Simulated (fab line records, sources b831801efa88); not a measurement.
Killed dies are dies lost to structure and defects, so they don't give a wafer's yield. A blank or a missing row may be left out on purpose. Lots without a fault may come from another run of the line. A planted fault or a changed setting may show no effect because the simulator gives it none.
A struck lot beside a sound one | flow sky130 | 17 steps out of a route of 708
Sound: wafers L585.2, L585.3, L585.4. Struck: wafers L594.2, L594.3, L594.5. The cause comes at the end.
At each step with rows: each side's tool, then ch and its chambers, then its first start. Under that, the readings that differ: sound wafers | struck wafers | difference of the means | sigmas: that difference in standard deviations of wafers without a fault.
alike: readings whose means differ by less than 2 such deviations, and words and numbers that are the same on both sides. not compared: withheld readings, readings that some wafer has no value for, bounds like >300 that may hide the same value, and numbers for which the record gives no deviation and whose values overlap.
The two part at a step that has a row with sigmas, a row that says differs or no value, or rows on one side only. Numbers that don't overlap but have no deviation are shown without sigmas and don't part them. A reading that every wafer of one side lacks parts them only if that side has two wafers or more.

SKY_LDD_HVN_OVL_MEAS_07:
  sound on overlay-01, day 19 22:49; struck on overlay-01, day 23 18:50
  alike: LDD_HVN_OVL
then, 1 step without rows for these wafers: SKY_LDD_HVN_IMPLANT_08.
SKY_LDD_HVN_STRIP_09: strips in O2/N2.
  sound on plasma_asher-02 ch 0,1, day 19 23:00; struck on plasma_asher-03 ch 0,1, day 23 19:01
  alike: drypump_motor_current_A, oes_product_au, strip_time_to_endpoint_s
  not compared: rf_hours_counter_h
SKY_LDD_HVN_TW_MEAS_10:
  sound on film_metro-01, day 19 23:07; struck on film_metro-01, day 23 19:07
  alike: LDD_HVN_TW
then, 7 steps without rows for these wafers: SKY_LDD_HVP_DEHYDRATE_00 (time 60 s); SKY_LDD_HVP_HMDS_01 (prime time 60 s); SKY_LDD_HVP_COAT_02 (resist thk 300 nm); SKY_LDD_HVP_SOFTBAKE_03 (time 60 s); SKY_LDD_HVP_EXPOSE_04 (exposes mask HVPTM, target cd 700 nm); SKY_LDD_HVP_PEB_05; SKY_LDD_HVP_DEVELOP_06 (develop time 60 s).
SKY_LDD_HVP_OVL_MEAS_07:
  sound on overlay-02, day 21 04:58; struck on overlay-02, day 25 00:23
  alike: LDD_HVP_OVL
SKY_LDD_HVP_IMPLANT_08:
  sound on implanter-02 ch 0, day 21 05:02; struck on implanter-03 ch 0, day 25 00:26
  reading                   | sound                | struck               | difference | sigmas
  beam_energy_keV           | 20.001 20.001 19.999 | 24.721 24.718 24.722 | +4.720     | +99 or more
  model.implant.rp_nm (nm)  | 62.43 62.43 62.43    | 75.88 75.88 75.88    | +13.45     |
  model.implant.drp_nm (nm) | 28.53 28.53 28.53    | 35.43 35.43 35.43    | +6.90      |
  alike: dose_ions_cm2
SKY_LDD_HVP_STRIP_09: strips in O2/N2.
  sound on plasma_asher-03 ch 0,1, day 21 05:09; struck on plasma_asher-01 ch 0,1, day 25 00:34
  alike: drypump_motor_current_A, oes_product_au, strip_time_to_endpoint_s
  not compared: rf_hours_counter_h
SKY_LDD_HVP_TW_MEAS_10:
  sound on film_metro-01, day 21 05:16; struck on film_metro-03, day 25 00:40
  reading    | sound             | struck            | difference | sigmas
  LDD_HVP_TW | 457.9 456.8 459.4 | 480.1 478.9 478.1 | +21.0      | +8
then, 1 step without rows for these wafers: SKY_LDD_LDN_DEHYDRATE_00 (time 60 s).
-- the record jumps here: 23 days lie between the struck wafers' starts before and after (it left off in module LDD_LDN and takes up again in module PAD_OPEN, whose first step shown is number 708 of the route) --
SKY_PAD_OPEN_PROBE_99:
  sound on prober-01, day 45 15:17; struck on prober-01, day 48 04:28
  reading                        | sound          | struck         | difference | sigmas
  model.etest.tip_p_5v.rs_ohm_sq | 2852 2860 2870 | 2763 2780 2758 | -94        |
  alike: killed_at_M0_to_M3, killed_at_M4_up, killed_at_contacts, killed_at_front_end, killed_at_other, killed_dies, killed_open, killed_short
  not compared: model.etest.pfet_g5v0d10v5.drive_ua_um, model.etest.pfet_g5v0d10v5.off_log10_a_um, model.etest.pfet_g5v0d10v5.vt_sat_v

WHERE THEY PART
First at SKY_LDD_HVP_IMPLANT_08; last, within this record, at SKY_LDD_HVP_TW_MEAS_10. Later steps at which nothing parts them and some readings are alike: SKY_PAD_OPEN_PROBE_99.

WHY: what the simulator had put in
Process parameter drift: implanter-03, from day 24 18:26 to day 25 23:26, at SKY_LDD_HVP_IMPLANT_08. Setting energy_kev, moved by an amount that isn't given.
